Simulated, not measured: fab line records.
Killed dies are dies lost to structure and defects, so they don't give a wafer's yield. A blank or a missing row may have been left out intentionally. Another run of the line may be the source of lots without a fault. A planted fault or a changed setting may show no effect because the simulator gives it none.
The tool behind it: which one? | flow gf180mcu | 42 wafers from 14 lots sampled at 4 of the route's 602 steps

## WHAT THE GAUGES SHOWED, per wafer
GF_STI_CD_MEAS_12: target cd 220 nm.
lot  | measured    | on       | cdNm (nm)
L221 | day 2 01:32 | cdSem-02 | 221.4 220.7 219.6
L222 | day 2 07:28 | cdSem-02 | 218.8 218.6 219.5
L224 | day 2 16:14 | cdSem-02 | 222.4 223.0 220.6
L226 | day 3 01:52 | cdSem-01 | 219.6 221.5 218.8
L227 | day 3 07:34 | cdSem-02 | 220.1 220.0 220.3
L229 | day 3 18:19 | cdSem-02 | 218.5 219.2 219.6
L233 | day 4 14:22 | cdSem-01 | 218.6 218.3 218.7
L236 | day 5 06:32 | cdSem-02 | 220.3 219.7 221.6
L237 | day 5 11:25 | cdSem-02 | 217.8 217.9 218.9
L238 | day 5 16:20 | cdSem-02 | 221.4 220.8 220.9
L239 | day 5 22:53 | cdSem-01 | 219.3 219.6 218.8
L242 | day 6 13:04 | cdSem-01 | 217.5 218.5 219.4
L243 | day 6 18:50 | cdSem-01 | 218.1 218.4 217.6
L244 | day 7 00:16 | cdSem-02 | 219.7 220.9 220.3

GF_NWELL_TW_MEAS_11.
lot  | measured    | on           | NWELL_TW
L221 | day 3 06:46 | filmMetro-03 | 1592 1587 1589
L222 | day 3 14:33 | filmMetro-02 | 1580 1590 1589
L224 | day 3 23:43 | filmMetro-03 | 1591 1587 1582
L226 | day 4 10:03 | filmMetro-01 | 1612 1599 1599
L227 | day 4 15:22 | filmMetro-03 | 1584 1584 1584
L229 | day 5 02:18 | filmMetro-03 | 1589 1596 1600
L233 | day 6 00:33 | filmMetro-01 | 1588 1590 1586
L236 | day 6 17:46 | filmMetro-02 | 1580 1577 1585
L237 | day 6 22:57 | filmMetro-01 | 1597 1605 1599
L238 | day 7 03:28 | filmMetro-01 | 1604 1603 1593
L239 | day 7 11:16 | filmMetro-01 | 1594 1578 1592
L242 | day 8 02:33 | filmMetro-02 | 1583 1572 1584
L243 | day 8 08:34 | filmMetro-03 | 1596 1599 1597
L244 | day 8 14:27 | filmMetro-03 | 1590 1592 1593

GF_VT_IMPLANT_OVL_MEAS_18.
lot  | measured     | on         | VT_IMPLANT_01_OVL (nm)
L221 | day 6 03:34  | overlay-01 | -0.7 1.1 0.1
L222 | day 6 11:58  | overlay-01 | -1.5 -2.6 -1.9
L224 | day 7 00:37  | overlay-01 | 1.3 0.4 0.4
L226 | day 7 11:55  | overlay-02 | -0.6 2.5 0.0
L227 | day 7 19:16  | overlay-01 | -0.6 -0.4 -0.4
L229 | day 8 07:10  | overlay-02 | -2.1 -1.4 -1.1
L233 | day 9 10:46  | overlay-02 | 0.4 -0.7 -0.4
L236 | day 10 06:37 | overlay-02 | -1.4 0.0 -1.2
L237 | day 10 10:25 | overlay-01 | 303.2 302.6 302.5 304.0 302.3 302.8
L238 | day 10 17:25 | overlay-01 | 302.3 303.0 303.6 302.3 303.2 304.2
L239 | day 11 01:19 | overlay-02 | 1.3 0.7 -1.4
L242 | day 11 18:19 | overlay-02 | -1.0 1.9 0.8
L243 | day 12 00:34 | overlay-01 | 1.7 2.1 1.6
L244 | day 12 07:52 | overlay-02 | 0.6 2.7 1.8

## WHICH TOOL RAN EACH LOT (tool, then ch and the chambers of the sampled wafers, then the start)
lot  | GF_VT_IMPLANT_EXPOSE_15
L221 | ilineStepper-01 ch 0, day 5 20:20
L222 | ilineStepper-01 ch 0, day 6 04:31
L224 | ilineStepper-02 ch 0, day 6 17:32
L226 | ilineStepper-01 ch 0, day 7 04:19
L227 | ilineStepper-01 ch 0, day 7 11:25
L229 | ilineStepper-02 ch 0, day 7 23:20
L233 | ilineStepper-02 ch 0, day 9 02:25
L236 | ilineStepper-01 ch 0, day 9 21:49
L237 | ilineStepper-02 ch 0, day 10 01:26
L238 | ilineStepper-02 ch 0, day 10 08:38
L239 | ilineStepper-01 ch 0, day 10 16:55
L242 | ilineStepper-01 ch 0, day 11 09:59
L243 | ilineStepper-01 ch 0, day 11 16:05
L244 | ilineStepper-01 ch 0, day 11 23:31
- GF_VT_IMPLANT_EXPOSE_15: exposes mask Nwell LV AREA, target cd 860 nm.

## WHAT THE TOOLS THEMSELVES READ (means of the sampled wafers that have a number; where no wafer has one, the mark that the record gives instead)
The record holds no such reading with a usual standard deviation.

## THE ANSWER, worked out from the rows above alone
Rule: the usual values come from the lots themselves. Put in order of their means at a reading, lots are off if they are a third of the lots or fewer, leave a main group of 4 or more, and stand apart from it by a gap of 3 or more times the standard deviation of the main group's means; of several such gaps the widest counts. Not used: any main group whose means are identical at the precision the tables above print for the reading. A lot without any number at a reading at which 4 lots or more have one is off too. Any other lot the step has rows for is counted as sound. The gauges are gone through in route order, then the tools' own readings, and for those a lot's mean is taken as printed above. At the first step where some lot is off, the reading lying furthest off is the one used; lots without a number count as furthest.
Off: L237, L238, seen at GF_VT_IMPLANT_OVL_MEAS_18 (VT_IMPLANT_01_OVL). The main group: mean 0.1 nm, standard deviation 1.1.
If a tool, at a process step before that reading, ran all the lots that are off and no sound lot after the first of them, it fits. Those tools and the gauges at GF_VT_IMPLANT_OVL_MEAS_18 are tried in the same way. One candidate fits, namely ilineStepper-02 at GF_VT_IMPLANT_EXPOSE_15. A fault onset in the window from L233 (day 9 02:25, its last sound lot) to L237 (day 10 01:26, its first lot off) fits.

## WHAT THE SIMULATOR PUT IN
Scanner matching overlay: ilineStepper-02, from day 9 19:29 on, at GF_VT_IMPLANT_EXPOSE_15. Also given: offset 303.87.
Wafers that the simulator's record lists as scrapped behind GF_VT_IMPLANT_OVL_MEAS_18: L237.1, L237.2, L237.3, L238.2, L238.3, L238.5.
Lots struck among those shown: L237, L238. The rule given above showed the same thing.
